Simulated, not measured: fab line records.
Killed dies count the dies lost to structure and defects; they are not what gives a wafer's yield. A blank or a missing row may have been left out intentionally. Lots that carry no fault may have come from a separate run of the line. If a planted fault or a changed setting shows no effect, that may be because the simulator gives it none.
Which of the tools did it? || flow sky130 || 24 lots with 72 wafers sampled at 5 steps, on a route of 708 steps

WHAT THE GAUGES READ, wafer by wafer
SKY_CONTACT_THK_MEAS_26: measures by xrf. Usual: CONTACT_W_THK 344 nm, standard deviation 6.3.
{"lot": "L074", "measured": "day 31 03:21", "on": "film-metro-03", "CONTACT_W_THK (nm)": "356 346 351", "flag": ""}
{"lot": "L075", "measured": "day 31 06:13", "on": "film-metro-04", "CONTACT_W_THK (nm)": "341 343 343", "flag": ""}
{"lot": "L076", "measured": "day 31 19:30", "on": "film-metro-03", "CONTACT_W_THK (nm)": "340 340 349", "flag": ""}
{"lot": "L077", "measured": "day 32 02:50", "on": "film-metro-04", "CONTACT_W_THK (nm)": "335 331 338", "flag": ""}
{"lot": "L078", "measured": "day 32 09:44", "on": "film-metro-02", "CONTACT_W_THK (nm)": "354 352 347", "flag": ""}
{"lot": "L079", "measured": "day 33 04:40", "on": "film-metro-03", "CONTACT_W_THK (nm)": "350 349 349", "flag": ""}
{"lot": "L080", "measured": "day 33 12:29", "on": "film-metro-04", "CONTACT_W_THK (nm)": "329 330 334", "flag": ""}
{"lot": "L081", "measured": "day 33 14:01", "on": "film-metro-04", "CONTACT_W_THK (nm)": "339 339 338", "flag": ""}
{"lot": "L082", "measured": "day 34 03:35", "on": "film-metro-04", "CONTACT_W_THK (nm)": "343 336 348", "flag": ""}
{"lot": "L083", "measured": "day 34 05:58", "on": "film-metro-02", "CONTACT_W_THK (nm)": "347 338 340", "flag": ""}
{"lot": "L084", "measured": "day 34 21:01", "on": "film-metro-04", "CONTACT_W_THK (nm)": "336 345 335", "flag": ""}
{"lot": "L086", "measured": "day 35 04:14", "on": "film-metro-04", "CONTACT_W_THK (nm)": "345 345 346", "flag": ""}
{"lot": "L085", "measured": "day 35 08:12", "on": "film-metro-02", "CONTACT_W_THK (nm)": "343 346 341", "flag": ""}
{"lot": "L087", "measured": "day 35 17:01", "on": "film-metro-04", "CONTACT_W_THK (nm)": "348 345 342", "flag": ""}
{"lot": "L088", "measured": "day 36 03:57", "on": "film-metro-04", "CONTACT_W_THK (nm)": "337 337 336", "flag": ""}
{"lot": "L089", "measured": "day 36 06:43", "on": "film-metro-03", "CONTACT_W_THK (nm)": "352 351 346", "flag": ""}
{"lot": "L090", "measured": "day 36 13:56", "on": "film-metro-03", "CONTACT_W_THK (nm)": "343 343 352", "flag": ""}
{"lot": "L091", "measured": "day 36 19:52", "on": "film-metro-03", "CONTACT_W_THK (nm)": "352 348 346", "flag": ""}
{"lot": "L092", "measured": "day 37 05:08", "on": "film-metro-03", "CONTACT_W_THK (nm)": "350 351 347", "flag": ""}
{"lot": "L093", "measured": "day 39 04:28", "on": "film-metro-03", "CONTACT_W_THK (nm)": "350 350 350", "flag": ""}
{"lot": "L097", "measured": "day 39 04:59", "on": "film-metro-04", "CONTACT_W_THK (nm)": "341 340 337", "flag": ""}
{"lot": "L094", "measured": "day 39 06:54", "on": "film-metro-03", "CONTACT_W_THK (nm)": "346 349 345", "flag": ""}
{"lot": "L096", "measured": "day 39 08:20", "on": "film-metro-04", "CONTACT_W_THK (nm)": "336 334 334", "flag": ""}
{"lot": "L095", "measured": "day 39 10:38", "on": "film-metro-03", "CONTACT_W_THK (nm)": "349 350 351", "flag": ""}

SKY_METAL1_CD_MEAS_15: target cd 140 nm. Usual: cd-nm reads 140.3 nm (standard deviation 1.4).
{"lot": "L074", "measured": "day 32 07:05", "on": "cd-sem-02", "cd-nm (nm)": "140.4 142.3 141.3", "flag": ""}
{"lot": "L075", "measured": "day 32 10:27", "on": "cd-sem-02", "cd-nm (nm)": "141.5 140.4 140.8", "flag": ""}
{"lot": "L076", "measured": "day 32 23:37", "on": "cd-sem-01", "cd-nm (nm)": "138.8 139.4 139.4", "flag": ""}
{"lot": "L077", "measured": "day 33 07:26", "on": "cd-sem-02", "cd-nm (nm)": "140.5 141.5 141.1", "flag": ""}
{"lot": "L078", "measured": "day 33 12:57", "on": "cd-sem-01", "cd-nm (nm)": "138.3 137.2 138.2", "flag": ""}
{"lot": "L079", "measured": "day 34 08:17", "on": "cd-sem-02", "cd-nm (nm)": "139.8 140.4 141.7", "flag": ""}
{"lot": "L080", "measured": "day 34 15:16", "on": "cd-sem-02", "cd-nm (nm)": "139.5 139.9 139.5", "flag": ""}
{"lot": "L081", "measured": "day 34 17:25", "on": "cd-sem-01", "cd-nm (nm)": "138.0 138.2 137.9", "flag": ""}
{"lot": "L082", "measured": "day 35 06:41", "on": "cd-sem-02", "cd-nm (nm)": "140.7 139.2 140.7", "flag": ""}
{"lot": "L083", "measured": "day 35 09:41", "on": "cd-sem-02", "cd-nm (nm)": "139.8 140.7 142.0", "flag": ""}
{"lot": "L084", "measured": "day 36 00:29", "on": "cd-sem-01", "cd-nm (nm)": "138.8 138.0 137.7", "flag": ""}
{"lot": "L086", "measured": "day 36 08:04", "on": "cd-sem-02", "cd-nm (nm)": "142.0 140.6 141.1", "flag": ""}
{"lot": "L085", "measured": "day 36 10:40", "on": "cd-sem-01", "cd-nm (nm)": "140.1 141.4 140.6", "flag": ""}
{"lot": "L087", "measured": "day 36 20:02", "on": "cd-sem-02", "cd-nm (nm)": "140.7 142.0 140.4", "flag": ""}
{"lot": "L088", "measured": "day 37 07:31", "on": "cd-sem-02", "cd-nm (nm)": "140.1 140.4 140.8", "flag": ""}
{"lot": "L089", "measured": "day 37 09:19", "on": "cd-sem-01", "cd-nm (nm)": "141.6 141.6 141.8", "flag": ""}
{"lot": "L090", "measured": "day 37 16:32", "on": "cd-sem-01", "cd-nm (nm)": "140.2 138.8 139.6", "flag": ""}
{"lot": "L091", "measured": "day 37 21:34", "on": "cd-sem-02", "cd-nm (nm)": "140.1 140.6 139.0", "flag": ""}
{"lot": "L092", "measured": "day 38 06:58", "on": "cd-sem-01", "cd-nm (nm)": "139.2 139.9 140.2", "flag": ""}
{"lot": "L093", "measured": "day 40 06:53", "on": "cd-sem-01", "cd-nm (nm)": "142.1 143.6 141.4", "flag": ""}
{"lot": "L097", "measured": "day 40 06:56", "on": "cd-sem-02", "cd-nm (nm)": "140.3 140.8 140.6", "flag": ""}
{"lot": "L094", "measured": "day 40 09:05", "on": "cd-sem-02", "cd-nm (nm)": "142.0 141.3 141.5", "flag": ""}
{"lot": "L096", "measured": "day 40 09:56", "on": "cd-sem-01", "cd-nm (nm)": "139.8 139.3 141.0", "flag": ""}
{"lot": "L095", "measured": "day 40 12:11", "on": "cd-sem-01", "cd-nm (nm)": "143.2 141.4 142.6", "flag": ""}

SKY_VIA1_CD_MEAS_12: target cd 150 nm. Usual: cd-nm reads 149.7 nm (standard deviation 1.8).
{"lot": "L074", "measured": "day 33 11:37", "on": "cd-sem-01", "cd-nm (nm)": "151.3 151.9 153.0", "flag": ""}
{"lot": "L075", "measured": "day 33 14:43", "on": "cd-sem-02", "cd-nm (nm)": "149.1 151.2 149.4", "flag": ""}
{"lot": "L076", "measured": "day 34 03:22", "on": "cd-sem-01", "cd-nm (nm)": "147.8 149.0 148.2", "flag": ""}
{"lot": "L077", "measured": "day 34 10:11", "on": "cd-sem-02", "cd-nm (nm)": "148.6 148.5 148.9", "flag": ""}
{"lot": "L078", "measured": "day 34 16:52", "on": "cd-sem-02", "cd-nm (nm)": "149.6 148.9 149.3", "flag": ""}
{"lot": "L079", "measured": "day 35 12:17", "on": "cd-sem-01", "cd-nm (nm)": "150.4 151.3 149.1", "flag": ""}
{"lot": "L080", "measured": "day 35 19:31", "on": "cd-sem-01", "cd-nm (nm)": "149.8 148.1 148.9", "flag": ""}
{"lot": "L081", "measured": "day 35 21:09", "on": "cd-sem-01", "cd-nm (nm)": "151.2 149.9 149.5", "flag": ""}
{"lot": "L082", "measured": "day 36 10:47", "on": "cd-sem-01", "cd-nm (nm)": "155.1 153.4 154.9", "flag": ""}
{"lot": "L083", "measured": "day 36 14:16", "on": "cd-sem-01", "cd-nm (nm)": "146.6 148.6 148.2", "flag": ""}
{"lot": "L084", "measured": "day 37 05:01", "on": "cd-sem-02", "cd-nm (nm)": "149.2 149.7 149.2", "flag": ""}
{"lot": "L086", "measured": "day 37 11:48", "on": "cd-sem-01", "cd-nm (nm)": "149.4 150.1 151.2", "flag": ""}
{"lot": "L085", "measured": "day 37 14:04", "on": "cd-sem-02", "cd-nm (nm)": "150.8 150.2 151.1", "flag": ""}
{"lot": "L087", "measured": "day 37 22:16", "on": "cd-sem-02", "cd-nm (nm)": "150.2 150.3 149.7", "flag": ""}
{"lot": "L088", "measured": "day 38 09:49", "on": "cd-sem-01", "cd-nm (nm)": "148.5 148.3 149.2", "flag": ""}
{"lot": "L089", "measured": "day 38 11:22", "on": "cd-sem-02", "cd-nm (nm)": "149.5 150.2 148.5", "flag": ""}
{"lot": "L090", "measured": "day 38 19:46", "on": "cd-sem-02", "cd-nm (nm)": "148.7 148.4 150.0", "flag": ""}
{"lot": "L091", "measured": "day 39 01:41", "on": "cd-sem-01", "cd-nm (nm)": "148.1 147.9 147.8", "flag": ""}
{"lot": "L092", "measured": "day 39 09:36", "on": "cd-sem-01", "cd-nm (nm)": "151.2 152.2 153.2", "flag": ""}
{"lot": "L093", "measured": "day 41 08:48", "on": "cd-sem-02", "cd-nm (nm)": "146.9 146.1 146.8", "flag": ""}
{"lot": "L097", "measured": "day 41 09:08", "on": "cd-sem-02", "cd-nm (nm)": "147.8 150.8 148.9", "flag": ""}
{"lot": "L094", "measured": "day 41 11:16", "on": "cd-sem-01", "cd-nm (nm)": "150.3 152.3 151.6", "flag": ""}
{"lot": "L096", "measured": "day 41 11:53", "on": "cd-sem-01", "cd-nm (nm)": "151.8 151.9 151.4", "flag": ""}
{"lot": "L095", "measured": "day 41 14:17", "on": "cd-sem-01", "cd-nm (nm)": "148.3 148.3 148.4", "flag": ""}

SKY_VIA1_RS_MEAS_22: measurement is done with a four-point probe. Usual: VIA1_W_RS 0.431 ohm/sq, standard deviation 0.0047.
{"lot": "L074", "measured": "day 33 12:37", "on": "film-metro-02", "VIA1_W_RS (ohm/sq)": "0.433 0.427 0.434", "flag": ""}
{"lot": "L075", "measured": "day 33 15:43", "on": "film-metro-01", "VIA1_W_RS (ohm/sq)": "0.437 0.440 0.432", "flag": ""}
{"lot": "L076", "measured": "day 34 04:23", "on": "film-metro-02", "VIA1_W_RS (ohm/sq)": "0.423 0.434 0.428", "flag": ""}
{"lot": "L077", "measured": "day 34 11:16", "on": "film-metro-04", "VIA1_W_RS (ohm/sq)": "0.435 0.431 0.435", "flag": ""}
{"lot": "L078", "measured": "day 34 17:53", "on": "film-metro-02", "VIA1_W_RS (ohm/sq)": "0.439 0.433 0.438", "flag": ""}
{"lot": "L079", "measured": "day 35 13:20", "on": "film-metro-02", "VIA1_W_RS (ohm/sq)": "0.434 0.436 0.438", "flag": ""}
{"lot": "L080", "measured": "day 35 20:32", "on": "film-metro-04", "VIA1_W_RS (ohm/sq)": "0.433 0.435 0.435", "flag": ""}
{"lot": "L081", "measured": "day 35 22:17", "on": "film-metro-04", "VIA1_W_RS (ohm/sq)": "0.434 0.439 0.439", "flag": ""}
{"lot": "L082", "measured": "day 36 11:47", "on": "film-metro-01", "VIA1_W_RS (ohm/sq)": "0.433 0.436 0.435", "flag": ""}
{"lot": "L083", "measured": "day 36 15:20", "on": "film-metro-04", "VIA1_W_RS (ohm/sq)": "0.425 0.430 0.425", "flag": ""}
{"lot": "L084", "measured": "day 37 06:02", "on": "film-metro-02", "VIA1_W_RS (ohm/sq)": "0.434 0.437 0.432", "flag": ""}
{"lot": "L086", "measured": "day 37 12:47", "on": "film-metro-01", "VIA1_W_RS (ohm/sq)": "0.430 0.427 0.424", "flag": ""}
{"lot": "L085", "measured": "day 37 15:03", "on": "film-metro-04", "VIA1_W_RS (ohm/sq)": "0.434 0.426 0.425", "flag": ""}
{"lot": "L087", "measured": "day 37 23:16", "on": "film-metro-01", "VIA1_W_RS (ohm/sq)": "0.434 0.425 0.431", "flag": ""}
{"lot": "L088", "measured": "day 38 10:51", "on": "film-metro-02", "VIA1_W_RS (ohm/sq)": "0.436 0.434 0.432", "flag": ""}
{"lot": "L089", "measured": "day 38 12:23", "on": "film-metro-02", "VIA1_W_RS (ohm/sq)": "0.424 0.429 0.433", "flag": ""}
{"lot": "L090", "measured": "day 38 20:47", "on": "film-metro-02", "VIA1_W_RS (ohm/sq)": "0.429 0.428 0.429", "flag": ""}
{"lot": "L091", "measured": "day 39 02:41", "on": "film-metro-04", "VIA1_W_RS (ohm/sq)": "0.428 0.432 0.428", "flag": ""}
{"lot": "L092", "measured": "day 39 10:35", "on": "film-metro-02", "VIA1_W_RS (ohm/sq)": "0.436 0.436 0.435", "flag": ""}
{"lot": "L093", "measured": "day 41 09:48", "on": "film-metro-02", "VIA1_W_RS (ohm/sq)": "0.428 0.437 0.430", "flag": ""}
{"lot": "L097", "measured": "day 41 10:07", "on": "film-metro-01", "VIA1_W_RS (ohm/sq)": "0.428 0.430 0.424", "flag": ""}
{"lot": "L094", "measured": "day 41 12:15", "on": "film-metro-02", "VIA1_W_RS (ohm/sq)": "0.423 0.425 0.420", "flag": ""}
{"lot": "L096", "measured": "day 41 12:53", "on": "film-metro-01", "VIA1_W_RS (ohm/sq)": "0.425 0.422 0.427", "flag": ""}
{"lot": "L095", "measured": "day 41 15:16", "on": "film-metro-04", "VIA1_W_RS (ohm/sq)": "0.425 0.426 0.422", "flag": ""}

EACH LOT AND THE TOOL THAT RAN IT (in order: tool; ch and the chambers of the sampled wafers; start)
{"lot": "L074", "SKY_VIA1_ETCH_14": "rie-diel-01 ch 0,3, day 33 11:46"}
{"lot": "L075", "SKY_VIA1_ETCH_14": "rie-diel-01 ch 0,2,3, day 33 14:50"}
{"lot": "L076", "SKY_VIA1_ETCH_14": "rie-diel-04 ch 0,1, day 34 03:29"}
{"lot": "L077", "SKY_VIA1_ETCH_14": "rie-diel-01 ch 0,3, day 34 10:19"}
{"lot": "L078", "SKY_VIA1_ETCH_14": "rie-diel-01 ch 0,1, day 34 17:01"}
{"lot": "L079", "SKY_VIA1_ETCH_14": "rie-diel-01 ch 2,3, day 35 12:26"}
{"lot": "L080", "SKY_VIA1_ETCH_14": "rie-diel-04 ch 1,2,3, day 35 19:40"}
{"lot": "L081", "SKY_VIA1_ETCH_14": "rie-diel-02 ch 0,1, day 35 21:17"}
{"lot": "L082", "SKY_VIA1_ETCH_14": "rie-diel-01 ch 0,1,2, day 36 10:56"}
{"lot": "L083", "SKY_VIA1_ETCH_14": "rie-diel-04 ch 2,3, day 36 14:25"}
{"lot": "L084", "SKY_VIA1_ETCH_14": "rie-diel-02 ch 0,1,2, day 37 05:10"}
{"lot": "L086", "SKY_VIA1_ETCH_14": "rie-diel-01 ch 0,1,2, day 37 11:56"}
{"lot": "L085", "SKY_VIA1_ETCH_14": "rie-diel-01 ch 0,1, day 37 14:13"}
{"lot": "L087", "SKY_VIA1_ETCH_14": "rie-diel-01 ch 0,1,3, day 37 22:25"}
{"lot": "L088", "SKY_VIA1_ETCH_14": "rie-diel-02 ch 0,1, day 38 09:55"}
{"lot": "L089", "SKY_VIA1_ETCH_14": "rie-diel-01 ch 0,1, day 38 11:31"}
{"lot": "L090", "SKY_VIA1_ETCH_14": "rie-diel-04 ch 1,2,3, day 38 19:55"}
{"lot": "L091", "SKY_VIA1_ETCH_14": "rie-diel-02 ch 1,2, day 39 01:50"}
{"lot": "L092", "SKY_VIA1_ETCH_14": "rie-diel-01 ch 0,1,2, day 39 09:44"}
{"lot": "L093", "SKY_VIA1_ETCH_14": "rie-diel-04 ch 1,3, day 41 08:56"}
{"lot": "L097", "SKY_VIA1_ETCH_14": "rie-diel-04 ch 0,1, day 41 09:17"}
{"lot": "L094", "SKY_VIA1_ETCH_14": "rie-diel-02 ch 0,2,3, day 41 11:24"}
{"lot": "L096", "SKY_VIA1_ETCH_14": "rie-diel-04 ch 0,3, day 41 12:03"}
{"lot": "L095", "SKY_VIA1_ETCH_14": "rie-diel-01 ch 0,2,3, day 41 14:26"}
- SKY_VIA1_ETCH_14: etches BARC in N2/H2, stops on SiO2, time 45.9 s, target depth 60 nm.

WHAT THE TOOLS THEMSELVES READ (means of the sampled wafers that have a number; where no wafer has one, the mark that the record gives instead)
SKY_VIA1_ETCH_14. Usual: chamber-pressure-mTorr 30.000 mTorr, standard deviation 0.028; drypump-motor-current-A 5.6 A, standard deviation 0.45; oes-product-au 0.855 a.u., standard deviation 0.0051; throttle-valve-pct 13.224 %, standard deviation 0.01.
{"lot": "L074", "tool": "rie-diel-01", "chamber-pressure-mTorr (mTorr)": 29.982, "drypump-motor-current-A (A)": 5.4, "oes-product-au (a.u.)": 0.860, "throttle-valve-pct (%)": 13.237, "flag": ""}
{"lot": "L075", "tool": "rie-diel-01", "chamber-pressure-mTorr (mTorr)": 29.978, "drypump-motor-current-A (A)": 5.6, "oes-product-au (a.u.)": 0.852, "throttle-valve-pct (%)": 13.215, "flag": ""}
{"lot": "L076", "tool": "rie-diel-04", "chamber-pressure-mTorr (mTorr)": 29.980, "drypump-motor-current-A (A)": 5.2, "oes-product-au (a.u.)": 0.854, "throttle-valve-pct (%)": 13.239, "flag": ""}
{"lot": "L077", "tool": "rie-diel-01", "chamber-pressure-mTorr (mTorr)": 29.996, "drypump-motor-current-A (A)": 5.4, "oes-product-au (a.u.)": 0.856, "throttle-valve-pct (%)": 13.228, "flag": ""}
{"lot": "L078", "tool": "rie-diel-01", "chamber-pressure-mTorr (mTorr)": 29.990, "drypump-motor-current-A (A)": 5.6, "oes-product-au (a.u.)": 0.853, "throttle-valve-pct (%)": 13.228, "flag": ""}
{"lot": "L079", "tool": "rie-diel-01", "chamber-pressure-mTorr (mTorr)": 30.010, "drypump-motor-current-A (A)": 5.9, "oes-product-au (a.u.)": 0.853, "throttle-valve-pct (%)": 13.218, "flag": ""}
{"lot": "L080", "tool": "rie-diel-04", "chamber-pressure-mTorr (mTorr)": 29.998, "drypump-motor-current-A (A)": 5.3, "oes-product-au (a.u.)": 0.854, "throttle-valve-pct (%)": 13.230, "flag": ""}
{"lot": "L081", "tool": "rie-diel-02", "chamber-pressure-mTorr (mTorr)": 29.986, "drypump-motor-current-A (A)": 5.4, "oes-product-au (a.u.)": 0.854, "throttle-valve-pct (%)": 13.225, "flag": ""}
{"lot": "L082", "tool": "rie-diel-01", "chamber-pressure-mTorr (mTorr)": 30.022, "drypump-motor-current-A (A)": 5.7, "oes-product-au (a.u.)": 0.854, "throttle-valve-pct (%)": 13.219, "flag": ""}
{"lot": "L083", "tool": "rie-diel-04", "chamber-pressure-mTorr (mTorr)": 29.962, "drypump-motor-current-A (A)": 5.5, "oes-product-au (a.u.)": 0.853, "throttle-valve-pct (%)": 13.221, "flag": ""}
{"lot": "L084", "tool": "rie-diel-02", "chamber-pressure-mTorr (mTorr)": 29.993, "drypump-motor-current-A (A)": 5.4, "oes-product-au (a.u.)": 0.852, "throttle-valve-pct (%)": 13.220, "flag": ""}
{"lot": "L086", "tool": "rie-diel-01", "chamber-pressure-mTorr (mTorr)": 30.004, "drypump-motor-current-A (A)": 5.7, "oes-product-au (a.u.)": 0.853, "throttle-valve-pct (%)": 13.218, "flag": ""}
{"lot": "L085", "tool": "rie-diel-01", "chamber-pressure-mTorr (mTorr)": 30.010, "drypump-motor-current-A (A)": 5.3, "oes-product-au (a.u.)": 0.854, "throttle-valve-pct (%)": 13.220, "flag": ""}
{"lot": "L087", "tool": "rie-diel-01", "chamber-pressure-mTorr (mTorr)": 30.013, "drypump-motor-current-A (A)": 5.5, "oes-product-au (a.u.)": 0.856, "throttle-valve-pct (%)": 13.223, "flag": ""}
{"lot": "L088", "tool": "rie-diel-02", "chamber-pressure-mTorr (mTorr)": 30.001, "drypump-motor-current-A (A)": 5.4, "oes-product-au (a.u.)": 0.857, "throttle-valve-pct (%)": 13.223, "flag": ""}
{"lot": "L089", "tool": "rie-diel-01", "chamber-pressure-mTorr (mTorr)": 30.012, "drypump-motor-current-A (A)": 5.7, "oes-product-au (a.u.)": 0.852, "throttle-valve-pct (%)": 13.230, "flag": ""}
{"lot": "L090", "tool": "rie-diel-04", "chamber-pressure-mTorr (mTorr)": 29.983, "drypump-motor-current-A (A)": 5.3, "oes-product-au (a.u.)": 0.855, "throttle-valve-pct (%)": 13.218, "flag": ""}
{"lot": "L091", "tool": "rie-diel-02", "chamber-pressure-mTorr (mTorr)": 30.002, "drypump-motor-current-A (A)": 5.5, "oes-product-au (a.u.)": 0.851, "throttle-valve-pct (%)": 13.227, "flag": ""}
{"lot": "L092", "tool": "rie-diel-01", "chamber-pressure-mTorr (mTorr)": 30.008, "drypump-motor-current-A (A)": 5.7, "oes-product-au (a.u.)": 0.856, "throttle-valve-pct (%)": 13.228, "flag": ""}
{"lot": "L093", "tool": "rie-diel-04", "chamber-pressure-mTorr (mTorr)": 29.982, "drypump-motor-current-A (A)": 5.1, "oes-product-au (a.u.)": 0.858, "throttle-valve-pct (%)": 13.216, "flag": ""}
{"lot": "L097", "tool": "rie-diel-04", "chamber-pressure-mTorr (mTorr)": 30.017, "drypump-motor-current-A (A)": 5.4, "oes-product-au (a.u.)": 0.856, "throttle-valve-pct (%)": 13.222, "flag": ""}
{"lot": "L094", "tool": "rie-diel-02", "chamber-pressure-mTorr (mTorr)": 30.016, "drypump-motor-current-A (A)": 5.5, "oes-product-au (a.u.)": 0.854, "throttle-valve-pct (%)": 13.221, "flag": ""}
{"lot": "L096", "tool": "rie-diel-04", "chamber-pressure-mTorr (mTorr)": 29.997, "drypump-motor-current-A (A)": 5.5, "oes-product-au (a.u.)": 0.862, "throttle-valve-pct (%)": 13.220, "flag": ""}
{"lot": "L095", "tool": "rie-diel-01", "chamber-pressure-mTorr (mTorr)": 29.994, "drypump-motor-current-A (A)": 5.7, "oes-product-au (a.u.)": 0.857, "throttle-valve-pct (%)": 13.230, "flag": ""}

THE ANSWER, worked out from the rows above alone
Rule: lot off if the mean of its wafers having a number is beyond 3 standard deviations from the usual mean. A lot without any number at a reading at which 4 lots or more have one is off too. All remaining lots with rows at the step are treated as sound. First the gauges in route order, then the tools' own readings, where a lot's mean is used as printed above. At the first step where some lot is off, the reading lying furthest off is the one used; lots without a number count as furthest.
None of the lots is off at any reading shown; this tells nothing.

WHAT THE SIMULATOR PUT IN
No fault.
